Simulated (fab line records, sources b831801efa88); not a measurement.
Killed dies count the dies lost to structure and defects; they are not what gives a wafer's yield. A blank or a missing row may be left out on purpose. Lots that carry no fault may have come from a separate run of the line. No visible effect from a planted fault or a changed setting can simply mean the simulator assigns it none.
Chamber matching -- flow gf180mcu -- GF_V2_CMP_26 on cmp-01: 4 sister chambers
The step polishes, stops on SiO2, t overpolish 15 s, target thk 0 nm. 16 wafers are shown with their chamber, then 8 later ones without.

## WAFERS WITH THEIR CHAMBER
wafer,chamber,motor_current_A (A),time_to_endpoint_s (s),overpolish_run_s (s)
L313.2,0,9.1,85,15.005
L313.3,1,11.9,82,15.021
L313.5,0,9.0,85,15.006
L315.1,1,12.1,83,15.000
L315.2,0,8.8,87,15.008
L315.6,0,9.5,85,15.001
L316.2,3,12.1,89,14.984
L316.5,0,9.0,86,15.017
L316.6,1,11.9,84,14.989
L317.2,0,8.9,89,15.003
L317.4,1,12.0,84,15.004
L317.6,0,8.8,86,14.979
L318.2,2,12.6,84,15.008
L318.4,3,11.9,85,14.990
L318.5,0,8.9,87,14.995
L323.1,0,9.0,91,15.002

SIGNATURES (averages over the wafers above)
reading,chamber 0,chamber 1,chamber 2,chamber 3,scatter within a chamber
motor_current_A,9.000,11.975,12.600,12.000,0.184
time_to_endpoint_s,86.78,83.25,84.00,87.00,1.92
overpolish_run_s,15.00178,15.00350,15.00800,14.98700,0.0108
Rule: distance of a wafer from a chamber = root of the sum over the readings of ((wafer's reading minus chamber's mean) / reading's scatter) squared. The wafer belongs to the nearest chamber; if the next one is less than 2 further off, it can't be placed. The scatter: the root of (the sum of the squares of (reading less its chamber's mean) over the shown wafers, divided by (wafers less chambers)).

## WAFERS WITHOUT THEIR CHAMBER
wafer,motor_current_A (A),time_to_endpoint_s (s),overpolish_run_s (s)
L323.2,12.4,86,15.005
L323.3,12.6,84,14.994
L324.2,12.2,86,14.983
L324.3,12.5,91,14.989
L324.6,12.4,87,14.997
L333.2,12.7,81,15.014
L333.4,12.2,82,15.002
L333.6,9.1,84,15.001

## WHICH CHAMBER EACH ONE RAN IN
wafer,from the rows above,in truth
L323.2,can't be placed: 2 or 1 or 3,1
L323.3,2,2
L324.2,can't be placed: 3 or 1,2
L324.3,can't be placed: 3 or 2 or 1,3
L324.6,can't be placed: 2 or 3 or 1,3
L333.2,2,2
L333.4,can't be placed: 1 or 2 or 3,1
L333.6,0,0
Correct placement for 3 of the 8. Not placeable from these rows: 5 (in 4, the candidates include the true chamber). Number placed wrongly: 0.
